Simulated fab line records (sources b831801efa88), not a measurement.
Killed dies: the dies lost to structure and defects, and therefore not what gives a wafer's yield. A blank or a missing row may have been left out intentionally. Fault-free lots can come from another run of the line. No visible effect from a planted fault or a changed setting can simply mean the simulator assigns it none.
Which tool was responsible? | flow sky130 | route of 708 steps, sampled at 1 step: 6 lots, 18 wafers

== WHAT THE GAUGES READ, wafer by wafer ==
SKY_VIA1_BOW_MEAS_03.
lot  | measured     | on            | VIA1_BOW (um)
L251 | day 33 08:30 | film_metro-03 | 73 84 80
L256 | day 35 04:26 | film_metro-03 | 78 88 81
L259 | day 35 23:10 | film_metro-02 | 86 86 77
L261 | day 36 12:44 | film_metro-03 | 77 76 83
L267 | day 38 11:46 | film_metro-01 | 67 82 74
L272 | day 40 06:50 | film_metro-03 | 75 95 76

== WHICH TOOL RAN EACH LOT (tool, then ch and the chambers of the sampled wafers, then the start) ==
Before these readings, the record contains no process step.

== THE ANSWER, worked out from the rows above alone ==
Rule: what is usual is taken from the lots themselves. The widest of any qualifying gaps counts: lots, ordered by their means at a reading, are off when they make up no more than a third of the lots, leave a main group of 4 or more, and stand apart from it by 3 or more times the standard deviation of that group's means. Not used: any main group whose means are identical at the precision the tables above print for the reading. Also off: a lot with no number at a reading for which 4 or more lots have one. Any other lot the step has rows for is counted as sound.
None of the lots is off at any reading shown; this tells nothing.

== WHAT THE SIMULATOR PUT IN ==
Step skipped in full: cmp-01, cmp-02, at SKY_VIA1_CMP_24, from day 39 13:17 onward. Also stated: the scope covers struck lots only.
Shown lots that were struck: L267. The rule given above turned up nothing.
